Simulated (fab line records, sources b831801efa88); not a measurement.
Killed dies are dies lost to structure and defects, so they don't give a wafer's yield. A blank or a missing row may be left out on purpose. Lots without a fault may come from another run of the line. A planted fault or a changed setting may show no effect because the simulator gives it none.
fab line records | flow gf180mcu
record lots=15 wafers=45 last_day=34
route steps=602 shown V2@404 M3@409
lots that met no fault: from a run of the same line without faults
start_h: hours from the record's first day to the start of the lot's first wafer shown | wait_h: hours since the lot's step before | " the same as in the row above | L1.1+2: a row that stands for several wafers | - no value, or no start given | * or withheld: withheld | < > ~ a bound
route shown NAME@n: a module of which the file shows steps, and the number in the route of the first | usual: mean/standard deviation of fault-free wafers | same: alike in all rows | chamber/n: place in a boat | sites: the reading at each site | _std_site: their standard deviation | _edge_site: outer sites' mean less inner sites' | radius_mm: how far each site lies from the wafer's centre | mask NAME#n: copy n | behind: the tool/chamber that last shaped the wafer | hold: why the lot was held/for how many hours/how that ended | device: the transistor (n, p or np) that didn't switch | end of line: the same wafers' tests at the end of the route | a step without rows: its recipe alone | killed: dies lost to structure and defects at the first sort, not the wafer's yield | map: a wafer's dies, x killed, . not, _ none there
set.NAME: the setting as run; set.NAME@STEP: as run at that earlier step | model.NAME: the simulator's own value behind a step, which no gauge read
steps of the route over a sample of lots; a table a step, a row a wafer
services: from which hour (start_h, from the record's first day; less than 0 if before it) a tool's chamber was out of use, for how many hours, and why
## steps
# step GF_V2_SPUTTER_22
# recipe material=TiN target_thk_nm=10 chamber_pressure_pa=5.128 power_w=4000 time_s=40
# usual throttle_valve_pct=29.7/0.95
# columns lot.wafer tool chamber start_h wait_h throttle_valve_pct
L148.1 pvd_sputter-03 - 483.19 0.0 28.6
L148.2 " - " " 31.9
L148.3 " - " " 30.4
L152.3 pvd_sputter-04 - 510.29 0.0 30.3
L152.4 " - " " 29.3
L152.5 " - " " 30.5
L151.3 pvd_sputter-03 - 511.89 0.0 30.2
L151.5 " - " " 30.2
L151.6 " - " " 29.1
L154.1 pvd_sputter-03 - 530.30 0.0 30.4
L154.3 " - " " 32.1
L154.6 " - " " 32.0
L155.3 pvd_sputter-04 - 534.21 0.0 30.5
L155.5 " - " " 29.2
L155.6 " - " " 30.5
L156.1 pvd_sputter-03 - 553.79 0.0 28.8
L156.2 " - " " 30.1
L156.5 " - " " 30.1
L157.3 pvd_sputter-01 - 554.44 0.0 28.3
L157.5 " - " " 28.9
L157.6 " - " " 29.8
L159.4 pvd_sputter-04 - 567.24 0.0 29.3
L159.5 " - " " 30.4
L159.6 " - " " 30.7
L160.2 pvd_sputter-01 - 579.24 0.0 28.9
L160.3 " - " " 28.6
L160.4 " - " " 29.8
L161.1 pvd_sputter-01 - 589.05 0.0 29.0
L161.2 " - " " 29.7
L161.5 " - " " 28.3
L162.1 pvd_sputter-01 - 592.70 0.0 29.8
L162.2 " - " " 28.5
L162.5 " - " " 28.8
L163.1 pvd_sputter-01 - 594.01 0.0 30.0
L163.2 " - " " 28.5
L163.6 " - " " 29.7
L168.1 pvd_sputter-04 - 636.90 0.0 30.6
L168.4 " - " " 29.2
L168.6 " - " " 30.5
L169.1 pvd_sputter-04 - 643.95 0.0 30.6
L169.3 " - " " 30.4
L169.5 " - " " 29.2
L170.2 pvd_sputter-01 - 649.54 0.0 29.9
L170.4 " - " " 29.5
L170.5 " - " " 29.8
# step GF_M3_SPUTTER_00
# recipe material=Ti target_thk_nm=37.5 arriving_ion_energy_ev=80 substrate_temp_c=200 chamber_pressure_pa=2 power_w=4000 time_s=154.7
# usual throttle_valve_pct=29.5/0.75
# columns lot.wafer tool chamber start_h wait_h throttle_valve_pct
L148.1 pvd_sputter-02 - 483.82 0.2 29.7
L148.2 " - " " 28.1
L148.3 " - " " 30.1
L152.3 pvd_sputter-01 - 510.92 0.1 28.6
L152.4 " - " " 28.8
L152.5 " - " " 28.6
L151.3 pvd_sputter-04 - 512.52 0.2 30.2
L151.5 " - " " 30.4
L151.6 " - " " 30.6
L154.1 pvd_sputter-04 - 530.93 0.1 30.4
L154.3 " - " " 29.1
L154.6 " - " " 30.4
L155.3 pvd_sputter-02 - 534.84 0.2 29.7
L155.5 " - " " 29.5
L155.6 " - " " 28.0
L156.1 pvd_sputter-02 - 554.42 0.1 29.3
L156.2 " - " " 29.8
L156.5 " - " " 30.0
L157.3 pvd_sputter-04 - 555.07 0.2 30.3
L157.5 " - " " 30.4
L157.6 " - " " 30.8
L159.4 pvd_sputter-01 - 568.01 0.1 30.0
L159.5 " - " " 29.5
L159.6 " - " " 29.9
L160.2 pvd_sputter-04 - 579.92 0.2 30.3
L160.3 " - " " 29.1
L160.4 " - " " 30.2
L161.1 pvd_sputter-04 - 589.68 0.2 30.8
L161.2 " - " " 29.6
L161.5 " - " " 29.1
L162.1 pvd_sputter-04 - 593.34 0.1 30.4
L162.2 " - " " 29.1
L162.5 " - " " 29.3
L163.1 pvd_sputter-02 - 594.64 0.1 29.6
L163.2 " - " " 29.5
L163.6 " - " " 29.5
L168.1 pvd_sputter-01 - 637.53 0.1 29.6
L168.4 " - " " 28.5
L168.6 " - " " 29.5
L169.1 pvd_sputter-01 - 644.59 0.1 28.6
L169.3 " - " " 29.4
L169.5 " - " " 30.0
L170.2 pvd_sputter-04 - 650.17 0.1 30.4
L170.4 " - " " 30.4
L170.5 " - " " 30.1
# step GF_M3_RS_MEAS_05
# recipe thk_meas_gauge=four-point-probe reads=TiN_of_M3_SPUTTER_04+Ti_of_M3_SPUTTER_03+AlCu_of_M3_SPUTTER_02+TiN_of_M3_SPUTTER_01+Ti_of_M3_SPUTTER_00
# usual M3_ALCU_RS=0.0691/0.00068
# columns lot.wafer tool chamber start_h wait_h M3_ALCU_RS[ohm/sq]
L148.1 film_metro-04 - 484.04 0.0 0.0694
L148.2 " - " " 0.0693
L148.3 " - " " 0.0682
L152.3 film_metro-03 - 511.18 0.1 0.0683
L152.4 " - " " 0.0690
L152.5 " - " " 0.0685
L151.3 film_metro-03 - 512.79 0.1 0.0681
L151.5 " - " " 0.0681
L151.6 " - " " 0.0699
L154.1 film_metro-03 - 531.15 0.0 0.0689
L154.3 " - " " 0.0705
L154.6 " - " " 0.0681
L155.3 film_metro-03 - 535.10 0.1 0.0688
L155.5 " - " " 0.0691
L155.6 " - " " 0.0690
L156.1 film_metro-03 - 554.66 0.0 0.0692
L156.2 " - " " 0.0687
L156.5 " - " " 0.0688
L157.3 film_metro-04 - 555.33 0.1 0.0685
L157.5 " - " " 0.0691
L157.6 " - " " 0.0696
L159.4 film_metro-03 - 568.29 0.1 0.0691
L159.5 " - " " 0.0699
L159.6 " - " " 0.0692
L160.2 film_metro-03 - 580.16 0.0 0.0685
L160.3 " - " " 0.0695
L160.4 " - " " 0.0687
L161.1 film_metro-03 - 589.90 0.0 0.0685
L161.2 " - " " 0.0694
L161.5 " - " " 0.0704
L162.1 film_metro-01 - 593.56 0.0 0.0685
L162.2 " - " " 0.0698
L162.5 " - " " 0.0695
L163.1 film_metro-03 - 594.87 0.0 0.0693
L163.2 " - " " 0.0699
L163.6 " - " " 0.0699
L168.1 film_metro-01 - 637.75 0.0 0.0687
L168.4 " - " " 0.0697
L168.6 " - " " 0.0686
L169.1 film_metro-04 - 644.81 0.0 0.0679
L169.3 " - " " 0.0681
L169.5 " - " " 0.0677
L170.2 film_metro-03 - 650.41 0.0 0.0701
L170.4 " - " " 0.0687
L170.5 " - " " 0.0691
# step GF_M3_DEVELOP_13
# recipe develop_time_s=60 dev_temp_c=21
# usual chill_plate_temp_C=22.99/0.11 develop_time_s=60/0
# columns lot.wafer tool chamber start_h wait_h chill_plate_temp_C develop_time_s
L148.1 litho_track-02 0 507.05 0.2 23.11 60
L148.2 " 0 " " 22.91 60
L148.3 " 0 " " 23.11 60
L152.3 litho_track-01 0 534.55 0.1 23.15 60
L152.4 " 0 " " 23.17 60
L152.5 " 0 " " 23.10 60
L151.3 litho_track-01 0 535.85 0.1 23.07 60
L151.5 " 0 " " 22.89 60
L151.6 " 0 " " 22.92 60
L154.1 litho_track-04 0 553.76 0.2 23.09 60
L154.3 " 0 " " 22.82 60
L154.6 " 0 " " 23.03 60
L155.3 litho_track-04 0 556.96 0.1 22.94 60
L155.5 " 0 " " 22.93 60
L155.6 " 0 " " 22.98 60
L156.1 litho_track-04 0 576.31 0.2 23.17 60
L156.2 " 0 " " 23.08 60
L156.5 " 0 " " 23.11 60
L157.3 litho_track-02 0 577.25 0.1 22.97 60
L157.5 " 0 " " 22.84 60
L157.6 " 0 " " 22.89 60
L159.4 litho_track-04 - 589.79 0.1 - -
L159.5 " - " " - -
L159.6 " - " " - -
L160.2 litho_track-04 - 601.39 0.2 - -
L160.3 " - " " - -
L160.4 " - " " - -
L161.1 litho_track-02 - 610.65 0.2 - -
L161.2 " - " " - -
L161.5 " - " " - -
L162.1 litho_track-04 0 614.31 0.2 22.85 60
L162.2 " 0 " " 23.01 60
L162.5 " 0 " " 22.75 60
L163.1 litho_track-01 0 614.85 0.2 22.83 60
L163.2 " 0 " " 22.86 60
L163.6 " 0 " " 23.01 60
L168.1 litho_track-04 0 657.61 0.2 22.92 60
L168.4 " 0 " " 22.90 60
L168.6 " 0 " " 22.99 60
L169.1 litho_track-02 0 664.45 0.2 22.89 60
L169.3 " 0 " " 22.93 60
L169.5 " 0 " " 22.94 60
L170.2 litho_track-02 0 669.63 0.2 22.89 60
L170.4 " 0 " " 23.01 60
L170.5 " 0 " " 23.09 60
## services
# columns tool chamber start_h hours kind
pvd_sputter-04 - 482.27 6.6 repair
pvd_sputter-03 - 488.34 3.2 repair
pvd_sputter-02 - 509.57 7.5 repair
pvd_sputter-04 - 513.08 6.4 repair
pvd_sputter-01 - 532.12 3.2 repair
pvd_sputter-02 - 538.51 15.4 repair
pvd_sputter-01 - 548.85 2.0 repair
pvd_sputter-01 - 612.34 6.5 repair
pvd_sputter-03 - 622.29 23.7 repair
pvd_sputter-01 - 623.78 6.4 repair
pvd_sputter-02 - 626.18 3.9 repair
pvd_sputter-02 - 628.41 2.7 repair
pvd_sputter-04 - 636.98 5.3 repair
pvd_sputter-02 - 645.91 6.9 repair
## key
first_sign step=GF_M3_DEVELOP_13 reading=tool_record direction=missing
effect none on later readings
met_at GF_M3_DEVELOP_13
struck_lots L159,L160,L161
later_rows_left_out L159.4,L159.5,L159.6,L160.2,L160.3,L160.4,L161.1,L161.2,L161.5
sort_left_out L159.4,L159.5,L159.6,L160.2,L160.3,L160.4,L161.1,L161.2,L161.5
not_acting_at GF_V2_SPUTTER_22,GF_M3_SPUTTER_00,GF_M3_RS_MEAS_05
onset_between 577.25 589.79
fault kind=skipped_step_whole tool=litho_track-02,litho_track-04 chamber=- onset_h=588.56 steps=GF_M3_DEVELOP_13 scope=struck_lots_only
# sort_left_out: the simulated sort isn't trusted on such a fault, so these wafers' sort isn't shown, and their yield isn't known
# later_rows_left_out: the simulator's readings of these wafers behind a module that went badly wrong aren't trusted and aren't shown, but for the sort
